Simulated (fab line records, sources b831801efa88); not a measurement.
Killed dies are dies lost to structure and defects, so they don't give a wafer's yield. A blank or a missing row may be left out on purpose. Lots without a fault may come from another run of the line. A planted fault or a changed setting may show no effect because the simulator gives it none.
Chamber matching | flow sky130 | SKY_VIA2_CMP_02 on cmp-02: 4 sister chambers
The step polishes SiO2. 8 wafers are shown with their chamber, then 12 later ones without.

WAFERS WITH THEIR CHAMBER
wafer  | chamber | motor_current_A (A) | slurry_filter_dp_kPa (kPa)
L086.3 | 3       | 14.9                | 13.64
L086.5 | 3       | 13.3                | 13.40
L087.4 | 2       | 10.4                | 13.42
L088.3 | 0       | 10.2                | 13.46
L088.6 | 1       | 12.2                | 13.53
L089.1 | 0       | 10.1                | 13.42
L089.5 | 2       | 10.4                | 13.29
L089.6 | 1       | 12.4                | 13.56

WAFERS WITHOUT THEIR CHAMBER
wafer  | motor_current_A (A) | slurry_filter_dp_kPa (kPa)
L090.2 | 10.1                | 13.37
L090.3 | 11.0                | 13.45
L090.4 | 14.8                | 13.43
L092.1 | 9.8                 | 13.52
L092.4 | 14.4                | 13.62
L092.6 | 10.4                | 13.72
L096.1 | 13.9                | 13.42
L096.4 | 12.0                | 13.49
L096.6 | 12.3                | 13.46
L097.3 | 14.3                | 13.29
L097.5 | 13.7                | 13.67
L097.6 | 10.3                | 13.54

WHICH CHAMBER EACH WENT THROUGH
wafer  | from the rows above          | in truth
L090.2 | can't be placed: 2 or 0      | 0
L090.3 | can't be placed: 2 or 0 or 1 | 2
L090.4 | 3                            | 3
L092.1 | can't be placed: 0 or 2      | 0
L092.4 | 3                            | 3
L092.6 | can't be placed: 0 or 2 or 1 | 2
L096.1 | can't be placed: 3 or 1      | 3
L096.4 | 1                            | 1
L096.6 | 1                            | 1
L097.3 | can't be placed: 3 or 1      | 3
L097.5 | can't be placed: 3 or 1      | 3
L097.6 | can't be placed: 0 or 2      | 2
Placed correctly: 4 of 12. Can't be placed from these rows: 8 (the true chamber is among the candidates in 8). Placed wrongly: 0.
How it was worked out, from the rows above alone: a wafer's distance from a chamber is the root of the sum, over the readings, of the square of ((its reading less the chamber's mean) divided by the reading's scatter). The wafer belongs to the nearest chamber; if the next one is less than 2 further off, it can't be placed. A chamber's mean is the mean of its shown wafers. The scatter: the root of (the sum of the squares of (reading less its chamber's mean) over the shown wafers, divided by (wafers less chambers)).
